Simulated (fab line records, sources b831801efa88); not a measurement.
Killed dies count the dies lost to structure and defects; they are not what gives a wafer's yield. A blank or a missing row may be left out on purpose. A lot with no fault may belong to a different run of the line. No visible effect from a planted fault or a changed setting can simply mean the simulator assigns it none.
One fault through the eyes of 2 desks -- flow sky130 -- each desk has only its own numbers; what lay behind them comes last

## AT THE METROLOGY DESK
What the gauges read, lot by lot, whatever tool the lot ran on: means of the sampled wafers that have a number. A lot is out of limits, marked OUT, if its mean lies more than 4 standard deviations from the usual mean; the brackets give that distance.
Columns: A = POLY_GATE_OXIDATION_THK at SKY_POLY_GATE_THK_MEAS_21, usual 4.01 nm; B = METAL1_ALCU_RS at SKY_METAL1_RS_MEAS_05, usual 0.1261 ohm/sq
lot,first seen here,A,B
L277,day 16 12:25,4.10,0.1263
L278,day 17 07:11,4.00,0.1242
L280,day 17 20:33,4.11,0.1267
L283,day 18 18:16,4.04,0.1285
L285,day 20 00:05,4.02,0.1246
L286,day 20 00:47,4.02,0.1255
L287,day 20 00:49,3.96,0.1261
L288,day 20 18:56,4.04,0.1256
L289,day 21 05:34,4.00,0.1262
L291,day 22 05:43,4.03,0.1262
L295,day 23 06:22,4.03,0.1263
L297,day 23 19:58,4.01,0.1269
L298,day 24 08:14,3.98,0.1278
Finding of this desk: none of the 13 lots has anything out of limits.

## TOOL OWNER'S DESK, cmp-01
The tool's own readings at SKY_LI_CONTACT_CMP_24 (polishes, stops on PSG, t overpolish 20 s, target thk 0 nm): means of the sampled wafers that have a number, for each lot that ran on this tool. A lot is out of limits, marked OUT, if its mean lies more than 4 standard deviations from the usual mean; the brackets give that distance.
Columns: A = edge_zone_pressure_frac at SKY_LI_CONTACT_CMP_24, usual 1.000; B = motor_current_A at SKY_LI_CONTACT_CMP_24, usual 11.5 A; C = overpolish_run_s at SKY_LI_CONTACT_CMP_24, usual 20.000 s; D = time_to_endpoint_s at SKY_LI_CONTACT_CMP_24, usual 95 s
lot,first seen here,A,B,C,D
L285,day 32 19:31,1.000,12.2,19.992,102
L287,day 32 21:42,0.995,12.5,19.997,99
L295,day 35 03:09,0.995,10.8,20.007,84
L298,day 36 03:59,1.005,12.3,20.005,80
Finding of this desk: none of the 4 lots has anything out of limits.

## ALL TOGETHER
The metrology desk saw nothing out of limits.
The tool owner's desk saw nothing out of limits.

## WHAT WAS PUT IN BY THE SIMULATOR
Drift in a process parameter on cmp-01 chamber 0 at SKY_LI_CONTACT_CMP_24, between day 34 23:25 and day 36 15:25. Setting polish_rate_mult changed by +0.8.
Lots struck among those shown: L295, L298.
